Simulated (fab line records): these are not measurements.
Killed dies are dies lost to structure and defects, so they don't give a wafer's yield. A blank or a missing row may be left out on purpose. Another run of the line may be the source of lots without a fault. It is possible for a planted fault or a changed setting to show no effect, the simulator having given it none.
What tool caused it? :: flow sky130 :: 36 wafers from 12 lots sampled at 5 of the route's 708 steps

WHAT THE GAUGES SHOWED, per wafer
The record lacks any reading of a measuring or inspecting step that a usual standard deviation could be used to judge.

EACH LOT AND THE TOOL THAT RAN IT (in order: tool; ch and the chambers of the sampled wafers; start)
lot: L582
SKY_CONTACT_CVD_00: pecvd-03 ch 0,1,2, day 29 23:23
SKY_VIA1_CMP_24: cmp-02 ch 0,1, day 33 13:22
SKY_METAL2_SPUTTER_01: pvd sputter-02, day 33 13:41
SKY_METAL2_ETCH_18: rie metal-02 ch 1, day 34 16:46
SKY_PAD_OPEN_PROBE_99: prober-01, day 45 07:47

lot: L583
SKY_CONTACT_CVD_00: pecvd-02 ch 1,2, day 30 16:44
SKY_VIA1_CMP_24: cmp-01 ch 0,2,3, day 34 07:49
SKY_METAL2_SPUTTER_01: pvd sputter-01, day 34 08:05
SKY_METAL2_ETCH_18: rie metal-02 ch 0,1, day 35 10:35
SKY_PAD_OPEN_PROBE_99: prober-01, day 45 23:59

lot: L584
SKY_CONTACT_CVD_00: pecvd-03 ch 0,1, day 31 09:58
SKY_VIA1_CMP_24: cmp-02 ch 0,1,3, day 34 23:14
SKY_METAL2_SPUTTER_01: pvd sputter-02, day 34 23:27
SKY_METAL2_ETCH_18: rie metal-02 ch 0,1, day 36 01:59
SKY_PAD_OPEN_PROBE_99: prober-02, day 46 12:53

lot: L585
SKY_CONTACT_CVD_00: pecvd-01 ch 0,1,2, day 31 14:38
SKY_VIA1_CMP_24: cmp-02 ch 0,2,3, day 35 04:47
SKY_METAL2_SPUTTER_01: pvd sputter-02, day 35 04:58
SKY_METAL2_ETCH_18: rie metal-02 ch 0,1, day 36 07:44
SKY_PAD_OPEN_PROBE_99: prober-01, day 46 16:23

lot: L586
SKY_CONTACT_CVD_00: pecvd-03 ch 0,1, day 31 17:56
SKY_VIA1_CMP_24: cmp-01 ch 0,1,3, day 35 07:23
SKY_METAL2_SPUTTER_01: pvd sputter-03, day 35 07:40
SKY_METAL2_ETCH_18: rie metal-03 ch 0,1, day 36 09:58
SKY_PAD_OPEN_PROBE_99: prober-02, day 46 19:06

lot: L587
SKY_CONTACT_CVD_00: pecvd-02 ch 0,2, day 32 03:14
SKY_VIA1_CMP_24: cmp-01 ch 0,1, day 35 16:08
SKY_METAL2_SPUTTER_01: pvd sputter-02, day 35 16:27
SKY_METAL2_ETCH_18: rie metal-02 ch 0,1, day 36 19:55
SKY_PAD_OPEN_PROBE_99: prober-01, day 47 00:54

lot: L588
SKY_CONTACT_CVD_00: pecvd-03 ch 0,1, day 32 17:11
SKY_VIA1_CMP_24: cmp-02 ch 0,2,3, day 36 04:54
SKY_METAL2_SPUTTER_01: pvd sputter-01, day 36 05:08
SKY_METAL2_ETCH_18: rie metal-03 ch 0,1, day 37 07:07
SKY_PAD_OPEN_PROBE_99: prober-02, day 47 10:50

lot: L589
SKY_CONTACT_CVD_00: pecvd-02 ch 0,1, day 32 23:47
SKY_VIA1_CMP_24: cmp-02 ch 1,2, day 36 11:57
SKY_METAL2_SPUTTER_01: pvd sputter-03, day 36 12:17
SKY_METAL2_ETCH_18: rie metal-02 ch 0,1, day 37 14:28
SKY_PAD_OPEN_PROBE_99: prober-01, day 47 16:27

lot: L590
SKY_CONTACT_CVD_00: pecvd-02 ch 0,2, day 33 06:28
SKY_VIA1_CMP_24: cmp-01 ch 0,1,3, day 36 18:26
SKY_METAL2_SPUTTER_01: pvd sputter-02, day 36 18:45
SKY_METAL2_ETCH_18: rie metal-02 ch 0, day 37 20:56
SKY_PAD_OPEN_PROBE_99: prober-02, day 47 19:44

lot: L592
SKY_CONTACT_CVD_00: pecvd-01 ch 0,2, day 33 21:49
SKY_VIA1_CMP_24: cmp-01 ch 0,1,3, day 37 09:50
SKY_METAL2_SPUTTER_01: pvd sputter-02, day 37 10:07
SKY_METAL2_ETCH_18: rie metal-02 ch 0,1, day 38 12:43
SKY_PAD_OPEN_PROBE_99: prober-02, day 48 09:52

lot: L594
SKY_CONTACT_CVD_00: pecvd-03 ch 1,2, day 34 04:29
SKY_VIA1_CMP_24: cmp-02 ch 1,3, day 37 15:41
SKY_METAL2_SPUTTER_01: pvd sputter-02, day 37 16:01
SKY_METAL2_ETCH_18: rie metal-02 ch 0,1, day 38 17:38
SKY_PAD_OPEN_PROBE_99: prober-01, day 48 15:25

lot: L596
SKY_CONTACT_CVD_00: pecvd-01 ch 0,2, day 34 20:56
SKY_VIA1_CMP_24: cmp-02 ch 1,2,3, day 38 07:10
SKY_METAL2_SPUTTER_01: pvd sputter-01, day 38 07:29
SKY_METAL2_ETCH_18: rie metal-01 ch 0, day 39 08:34
SKY_PAD_OPEN_PROBE_99: prober-02, day 49 01:38
- SKY_CONTACT_CVD_00: deposits Si3N4, target thk 75 nm.
- SKY_VIA1_CMP_24: polishes, stops on SiO2, t overpolish 15 s, target thk 0 nm.
- SKY_METAL2_SPUTTER_01: material TiN, target thk 20 nm, time 16.7 s.
- SKY_METAL2_ETCH_18: etches BARC in N2/H2, stops on SiO2, time 45.9 s, target depth 60 nm.
- SKY_PAD_OPEN_PROBE_99

WHAT THE TOOLS THEMSELVES READ (means of the sampled wafers that have a number; where no wafer has one, the mark that the record gives instead)
SKY_CONTACT_CVD_00. Usual: heater power w reads 750 W (standard deviation 84).
lot: L582
tool: pecvd-03
heater power w (W): 756
flag: 

lot: L583
tool: pecvd-02
heater power w (W): 832
flag: 

lot: L584
tool: pecvd-03
heater power w (W): 705
flag: 

lot: L585
tool: pecvd-01
heater power w (W): 734
flag: 

lot: L586
tool: pecvd-03
heater power w (W): 630
flag: 

lot: L587
tool: pecvd-02
heater power w (W): 766
flag: 

lot: L588
tool: pecvd-03
heater power w (W): 682
flag: 

lot: L589
tool: pecvd-02
heater power w (W): 714
flag: 

lot: L590
tool: pecvd-02
heater power w (W): 682
flag: 

lot: L592
tool: pecvd-01
heater power w (W): 734
flag: 

lot: L594
tool: pecvd-03
heater power w (W): 698
flag: 

lot: L596
tool: pecvd-01
heater power w (W): 798
flag: 

SKY_VIA1_CMP_24. Usual: motor current A 10.1 A, standard deviation 1.2; overpolish run s 15.001 s, standard deviation 0.0081; time to endpoint s 63.7 s, standard deviation 2.7.
lot: L582
tool: cmp-02
motor current A (A): 11.5
overpolish run s (s): 14.999
time to endpoint s (s): 60.2
flag: 

lot: L583
tool: cmp-01
motor current A (A): 10.1
overpolish run s (s): 15.007
time to endpoint s (s): 67.4
flag: 

lot: L584
tool: cmp-02
motor current A (A): 10.8
overpolish run s (s): 15.002
time to endpoint s (s): 62.1
flag: 

lot: L585
tool: cmp-02
motor current A (A): 9.6
overpolish run s (s): 14.997
time to endpoint s (s): 61.0
flag: 

lot: L586
tool: cmp-01
motor current A (A): 10.2
overpolish run s (s): 14.999
time to endpoint s (s): 68.3
flag: 

lot: L587
tool: cmp-01
motor current A (A): 10.8
overpolish run s (s): 15.000
time to endpoint s (s): 65.1
flag: 

lot: L588
tool: cmp-02
motor current A (A): 9.6
overpolish run s (s): 14.998
time to endpoint s (s): 66.6
flag: 

lot: L589
tool: cmp-02
motor current A (A): 9.9
overpolish run s (s): 14.999
time to endpoint s (s): 61.8
flag: 

lot: L590
tool: cmp-01
motor current A (A): 10.3
overpolish run s (s): 14.997
time to endpoint s (s): 64.5
flag: 

lot: L592
tool: cmp-01
motor current A (A): 10.7
overpolish run s (s): 14.993
time to endpoint s (s): 64.5
flag: 

lot: L594
tool: cmp-02
motor current A (A): 11.0
overpolish run s (s): 15.013
time to endpoint s (s): 62.5
flag: 

lot: L596
tool: cmp-02
motor current A (A): 9.9
overpolish run s (s): 10.015
time to endpoint s (s): 77.4
flag: OFF

SKY_METAL2_SPUTTER_01. Usual: throttle valve pct reads 29.7 % (standard deviation 0.98).
lot: L582
tool: pvd sputter-02
throttle valve pct (%): 29.5
flag: 

lot: L583
tool: pvd sputter-01
throttle valve pct (%): 29.1
flag: 

lot: L584
tool: pvd sputter-02
throttle valve pct (%): 29.8
flag: 

lot: L585
tool: pvd sputter-02
throttle valve pct (%): 29.7
flag: 

lot: L586
tool: pvd sputter-03
throttle valve pct (%): 30.2
flag: 

lot: L587
tool: pvd sputter-02
throttle valve pct (%): 29.8
flag: 

lot: L588
tool: pvd sputter-01
throttle valve pct (%): 29.5
flag: 

lot: L589
tool: pvd sputter-03
throttle valve pct (%): 30.2
flag: 

lot: L590
tool: pvd sputter-02
throttle valve pct (%): 29.6
flag: 

lot: L592
tool: pvd sputter-02
throttle valve pct (%): 29.6
flag: 

lot: L594
tool: pvd sputter-02
throttle valve pct (%): 29.7
flag: 

lot: L596
tool: pvd sputter-01
throttle valve pct (%): 28.9
flag: 

SKY_METAL2_ETCH_18. Usual: drypump motor current A 5.8 A, standard deviation 0.53; oes product au 0.855 a.u., standard deviation 0.0052; throttle valve pct 13.225 %, standard deviation 0.0098.
lot: L582
tool: rie metal-02
drypump motor current A (A): 6.3
oes product au (a.u.): 0.846
throttle valve pct (%): 13.233
flag: 

lot: L583
tool: rie metal-02
drypump motor current A (A): 6.0
oes product au (a.u.): 0.857
throttle valve pct (%): 13.231
flag: 

lot: L584
tool: rie metal-02
drypump motor current A (A): 6.2
oes product au (a.u.): 0.853
throttle valve pct (%): 13.221
flag: 

lot: L585
tool: rie metal-02
drypump motor current A (A): 6.0
oes product au (a.u.): 0.859
throttle valve pct (%): 13.223
flag: 

lot: L586
tool: rie metal-03
drypump motor current A (A): 5.1
oes product au (a.u.): 0.856
throttle valve pct (%): 13.230
flag: 

lot: L587
tool: rie metal-02
drypump motor current A (A): 6.2
oes product au (a.u.): 0.858
throttle valve pct (%): 13.214
flag: 

lot: L588
tool: rie metal-03
drypump motor current A (A): 5.1
oes product au (a.u.): 0.853
throttle valve pct (%): 13.221
flag: 

lot: L589
tool: rie metal-02
drypump motor current A (A): 6.0
oes product au (a.u.): 0.851
throttle valve pct (%): 13.218
flag: 

lot: L590
tool: rie metal-02
drypump motor current A (A): 5.9
oes product au (a.u.): 0.848
throttle valve pct (%): 13.230
flag: 

lot: L592
tool: rie metal-02
drypump motor current A (A): 6.0
oes product au (a.u.): 0.856
throttle valve pct (%): 13.230
flag: 

lot: L594
tool: rie metal-02
drypump motor current A (A): 6.2
oes product au (a.u.): 0.859
throttle valve pct (%): 13.222
flag: 

lot: L596
tool: rie metal-01
drypump motor current A (A): 6.3
oes product au (a.u.): 0.853
throttle valve pct (%): 13.223
flag: 

SKY_PAD_OPEN_PROBE_99. Usual: defect limited yield 82.4 %, standard deviation 1.8; killed_at_M0_to_M3 45, standard deviation 6.8; killed_at_M4_up 3.2, standard deviation 1.6; killed at contacts 24, standard deviation 5.1; killed at front end 14, standard deviation 4.4; killed at other 0.4, standard deviation 0.65; killed dies 87, standard deviation 8.8; killed on rim 17, standard deviation 3.6; killed open 47, standard deviation 7.2; killed short 39, standard deviation 6.1; sort_bin_3_pad_short 0.9 %, standard deviation 0.38; sort_bin_5_function 10.4 %, standard deviation 1.5; sort_bin_6_memory 6.4 %, standard deviation 1.1; sort n pass 405, standard deviation 8.8; sort yield pct 82.4 %, standard deviation 1.8.
lot: L582
tool: prober-01
defect limited yield (%): 81.8
killed_at_M0_to_M3: 42
killed_at_M4_up: 3.0
killed at contacts: 27
killed at front end: 18
killed at other: 0.0
killed dies: 90
killed on rim: 17
killed open: 49
killed short: 40
sort_bin_3_pad_short (%): 0.8
sort_bin_5_function (%): 10.2
sort_bin_6_memory (%): 7.2
sort n pass: 402
sort yield pct (%): 81.8
flag: 

lot: L583
tool: prober-01
defect limited yield (%): 83.0
killed_at_M0_to_M3: 39
killed_at_M4_up: 2.7
killed at contacts: 25
killed at front end: 16
killed at other: 0.7
killed dies: 84
killed on rim: 16
killed open: 46
killed short: 38
sort_bin_3_pad_short (%): 0.8
sort_bin_5_function (%): 10.4
sort_bin_6_memory (%): 5.8
sort n pass: 408
sort yield pct (%): 83.0
flag: 

lot: L584
tool: prober-02
defect limited yield (%): 82.4
killed_at_M0_to_M3: 41
killed_at_M4_up: 4.3
killed at contacts: 22
killed at front end: 18
killed at other: 1.0
killed dies: 87
killed on rim: 13
killed open: 48
killed short: 38
sort_bin_3_pad_short (%): 0.5
sort_bin_5_function (%): 11.4
sort_bin_6_memory (%): 5.7
sort n pass: 405
sort yield pct (%): 82.4
flag: 

lot: L585
tool: prober-01
defect limited yield (%): 81.7
killed_at_M0_to_M3: 41
killed_at_M4_up: 3.3
killed at contacts: 33
killed at front end: 13
killed at other: 0.0
killed dies: 90
killed on rim: 21
killed open: 49
killed short: 40
sort_bin_3_pad_short (%): 1.4
sort_bin_5_function (%): 10.3
sort_bin_6_memory (%): 6.5
sort n pass: 402
sort yield pct (%): 81.7
flag: 

lot: L586
tool: prober-02
defect limited yield (%): 83.2
killed_at_M0_to_M3: 46
killed_at_M4_up: 2.0
killed at contacts: 22
killed at front end: 13
killed at other: 0.3
killed dies: 83
killed on rim: 18
killed open: 41
killed short: 41
sort_bin_3_pad_short (%): 0.5
sort_bin_5_function (%): 9.8
sort_bin_6_memory (%): 6.5
sort n pass: 409
sort yield pct (%): 83.2
flag: 

lot: L587
tool: prober-01
defect limited yield (%): 82.0
killed_at_M0_to_M3: 49
killed_at_M4_up: 2.7
killed at contacts: 27
killed at front end: 9
killed at other: 1.3
killed dies: 89
killed on rim: 20
killed open: 43
killed short: 44
sort_bin_3_pad_short (%): 1.1
sort_bin_5_function (%): 10.0
sort_bin_6_memory (%): 7.0
sort n pass: 403
sort yield pct (%): 82.0
flag: 

lot: L588
tool: prober-02
defect limited yield (%): 82.7
killed_at_M0_to_M3: 43
killed_at_M4_up: 3.3
killed at contacts: 28
killed at front end: 10
killed at other: 0.3
killed dies: 85
killed on rim: 18
killed open: 49
killed short: 36
sort_bin_3_pad_short (%): 1.0
sort_bin_5_function (%): 10.9
sort_bin_6_memory (%): 5.4
sort n pass: 407
sort yield pct (%): 82.7
flag: 

lot: L589
tool: prober-01
defect limited yield (%): 82.9
killed_at_M0_to_M3: 46
killed_at_M4_up: 2.3
killed at contacts: 21
killed at front end: 15
killed at other: 0.3
killed dies: 84
killed on rim: 18
killed open: 45
killed short: 38
sort_bin_3_pad_short (%): 0.9
sort_bin_5_function (%): 9.3
sort_bin_6_memory (%): 6.9
sort n pass: 408
sort yield pct (%): 82.9
flag: 

lot: L590
tool: prober-02
defect limited yield (%): 84.4
killed_at_M0_to_M3: 36
killed_at_M4_up: 4.0
killed at contacts: 22
killed at front end: 15
killed at other: 0.0
killed dies: 77
killed on rim: 13
killed open: 40
killed short: 37
sort_bin_3_pad_short (%): 0.8
sort_bin_5_function (%): 9.5
sort_bin_6_memory (%): 5.3
sort n pass: 415
sort yield pct (%): 84.4
flag: 

lot: L592
tool: prober-02
defect limited yield (%): 81.8
killed_at_M0_to_M3: 53
killed_at_M4_up: 1.3
killed at contacts: 22
killed at front end: 13
killed at other: 0.3
killed dies: 90
killed on rim: 20
killed open: 51
killed short: 38
sort_bin_3_pad_short (%): 0.8
sort_bin_5_function (%): 10.0
sort_bin_6_memory (%): 7.4
sort n pass: 402
sort yield pct (%): 81.8
flag: 

lot: L594
tool: prober-01
defect limited yield (%): 83.6
killed_at_M0_to_M3: 42
killed_at_M4_up: 2.7
killed at contacts: 22
killed at front end: 13
killed at other: 0.3
killed dies: 81
killed on rim: 17
killed open: 47
killed short: 33
sort_bin_3_pad_short (%): 0.9
sort_bin_5_function (%): 8.9
sort_bin_6_memory (%): 6.6
sort n pass: 411
sort yield pct (%): 83.6
flag: 

lot: L596
tool: prober-02
defect limited yield (%): 54.9
killed_at_M0_to_M3: 181
killed_at_M4_up: 3.0
killed at contacts: 22
killed at front end: 16
killed at other: 0.3
killed dies: 222
killed on rim: 45
killed open: 41
killed short: 45
sort_bin_3_pad_short (%): 28.6
sort_bin_5_function (%): 10.7
sort_bin_6_memory (%): 5.8
sort n pass: 270
sort yield pct (%): 54.9
flag: OFF

THE ANSWER, worked out from the rows above alone
Rule: a lot counts as off when the mean over its wafers that have a number is more than 3 standard deviations away from the usual mean. A lot without any number at a reading at which 4 lots or more have one is off too. Any other lot the step has rows for is counted as sound. The gauges are gone through in route order, then the tools' own readings, and for those a lot's mean is taken as printed above. At the first step where some lot is off, the reading lying furthest off is the one used; lots without a number count as furthest.
Off at SKY_VIA1_CMP_24 (overpolish run s): L596.
If a tool, at that step or one of the process steps before it, ran each lot that is off and ran no sound lot following the first of them, it fits. Can't be told from this: 2 tools fit, pecvd-01 at SKY_CONTACT_CVD_00, cmp-02 at SKY_VIA1_CMP_24.

WHAT HAD BEEN PUT IN BY THE SIMULATOR
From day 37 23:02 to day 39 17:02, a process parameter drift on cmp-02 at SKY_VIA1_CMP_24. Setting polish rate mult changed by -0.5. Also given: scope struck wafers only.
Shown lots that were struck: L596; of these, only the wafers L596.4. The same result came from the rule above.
